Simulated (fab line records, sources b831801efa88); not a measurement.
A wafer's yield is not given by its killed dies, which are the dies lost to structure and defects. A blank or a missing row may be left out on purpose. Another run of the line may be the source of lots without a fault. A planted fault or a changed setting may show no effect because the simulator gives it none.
Matching of chambers | flow sky130 | SKY_METAL3_ETCH_17 on rieDiel-04 has 4 sister chambers
The step etches SiO2 in C4F8/O2/Ar, stops on TiN, time 3.9 s, target depth 15 nm. 4 wafers are shown with their chamber, then 12 later ones without.

## WAFERS PAIRED WITH THEIR CHAMBERS
wafer  | chamber | oesProductAu (a.u.)
L092.2 | 0       | 0.763
L092.4 | 3       | 0.763
L092.5 | 2       | 0.759
L092.6 | 1       | 0.762

## WAFERS WHOSE CHAMBER IS MISSING
wafer  | oesProductAu (a.u.)
L093.2 | 0.751
L093.4 | 0.754
L093.6 | 0.749
L095.2 | 0.753
L095.3 | 0.747
L095.4 | 0.753
L096.2 | 0.759
L096.4 | 0.746
L096.6 | 0.768
L097.2 | 0.753
L097.3 | 0.756
L097.5 | 0.759

## EACH ONE'S CHAMBER
wafer  | from the rows above               | in truth
L093.2 | can't be placed: 2 or 1 or 0 or 3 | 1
L093.4 | can't be placed: 2 or 1 or 0 or 3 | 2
L093.6 | can't be placed: 2 or 1 or 0 or 3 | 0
L095.2 | can't be placed: 2 or 1 or 0 or 3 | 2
L095.3 | can't be placed: 2 or 1 or 0 or 3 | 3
L095.4 | can't be placed: 2 or 1 or 0 or 3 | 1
L096.2 | can't be placed: 2 or 1 or 0 or 3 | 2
L096.4 | can't be placed: 2 or 1 or 0 or 3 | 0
L096.6 | can't be placed: 0 or 3 or 1 or 2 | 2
L097.2 | can't be placed: 2 or 1 or 0 or 3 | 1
L097.3 | can't be placed: 2 or 1 or 0 or 3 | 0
L097.5 | can't be placed: 2 or 1 or 0 or 3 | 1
Placed correctly: 0 of 12. Cannot be placed on the basis of these rows: 12; the candidates contain the true chamber in 12. Placed wrongly: 0.
How it was worked out, from the rows above alone: a wafer's distance from a chamber is the root of the sum, over the readings, of the square of ((its reading less the chamber's mean) divided by the reading's scatter). If the next closest chamber is less than 2 further off than the closest, the wafer can't be placed; otherwise it belongs to the closest. For every chamber, the mean is computed from those of its wafers that are shown. The scatter: root of mean squared gap, hidden wafer to nearest shown wafer, with one shown wafer a chamber.
